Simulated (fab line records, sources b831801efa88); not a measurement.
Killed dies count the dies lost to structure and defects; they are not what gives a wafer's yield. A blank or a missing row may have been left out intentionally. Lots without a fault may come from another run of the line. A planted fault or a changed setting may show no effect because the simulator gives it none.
The same fault as seen by 2 desks ; flow gf180mcu ; what lay behind the numbers comes last; until then each desk has only its own

DESK OF THE TOOL OWNER: implanter-02
GF_HV_LDD_IMPLANT_36, tool's own readings: per-lot mean of the sampled wafers with a number, covering each lot this tool ran. If a lot's mean is further than 4 standard deviations from the usual mean, the lot is out of limits and carries the mark OUT (the distance appears in the brackets).
Columns: A = dose ions cm2 at GF_HV_LDD_IMPLANT_36, usual 7.499e+12; B = end station pressure torr at GF_HV_LDD_IMPLANT_36, usual 5.06e-06 Torr; C = faraday current uA at GF_HV_LDD_IMPLANT_36, usual 42.2
lot;first seen here;A;B;C
L427;day 13 20:53;7.501e+12;4.89e-06;42.2
L435;day 16 13:16;7.498e+12;4.84e-06;42.9
L436;day 16 21:34;7.507e+12;4.87e-06;41.7
L437;day 17 01:43;6.405e+12 (-99 or more) OUT;5.13e-06;35.8 (-7.2) OUT
L438;day 17 07:47;6.408e+12 (-99 or more) OUT;5.34e-06;36.1 (-6.9) OUT
L440;day 18 03:07;6.406e+12 (-99 or more) OUT;5.13e-06;35.9 (-7.1) OUT
This desk's verdict: out of limits on L437, L438, L440, starting with L437 at day 17 01:43 (dose ions cm2 at GF_HV_LDD_IMPLANT_36). L427, L435, L436: within limits.

FROM THE METROLOGY DESK
What the gauges read, lot by lot, whatever tool the lot ran on: means of the sampled wafers that have a number. If a lot's mean is further than 4 standard deviations from the usual mean, the lot is out of limits and carries the mark OUT (the distance appears in the brackets).
Columns: A = DUAL_GATE_OVL at GF_DUAL_GATE_OVL_MEAS_11, usual 0.8 nm; B = cd nm at GF_HV_LDD_CD_MEAS_07, usual 399.5 nm; C = HV_LDD_RS at GF_HV_LDD_RS_MEAS_53, usual 417.8 ohm/sq
lot;first seen here;A;B;C
L422;day 8 21:18;0.5;398.0;417.7
L423;day 9 03:17;-1.0;398.7;417.8
L427;day 10 09:30;3.2;398.5;416.7
L429;day 11 00:36;1.5;401.2;417.9
L431;day 11 11:46;2.7;398.0;418.2
L432;day 11 21:49;-0.4;400.6;416.7
L435;day 12 15:53;-0.9;402.4;416.3
L436;day 13 01:05;1.2;395.0;417.8
L437;day 13 03:29;1.6;398.0;420.0
L438;day 13 09:56;0.8;400.6;423.0 (+5.5) OUT
L440;day 14 02:14;1.9;400.7;419.8
L442;day 14 14:08;1.3;400.1;418.6
This desk reports L438 out of limits; the earliest was L438 at day 18 07:24 (HV_LDD_RS at GF_HV_LDD_RS_MEAS_53). L422, L423, L427, L429, L431, L432, L435, L436, L437, L440, L442: within limits.

PUT TOGETHER
The tool owner's desk had the chance to raise an alarm at day 17 01:43 on L437, L438, L440.
At day 18 07:24 the metrology desk could have sounded an alarm, on L438.
The metrology desk has L437, L440 on record, within its limits.
All the named lots went through GF_HV_LDD_IMPLANT_36 on implanter-02.

WHAT THE SIMULATOR HAD PUT IN
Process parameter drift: implanter-02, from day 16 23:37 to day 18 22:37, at GF_HV_LDD_IMPLANT_36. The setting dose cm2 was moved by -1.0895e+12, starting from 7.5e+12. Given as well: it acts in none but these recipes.
Shown lots that were struck: L437, L438, L440.
Counting hours from when the fault started, the first reading out of limits came at 2 for the tool owner's desk and at 32 for the metrology desk.
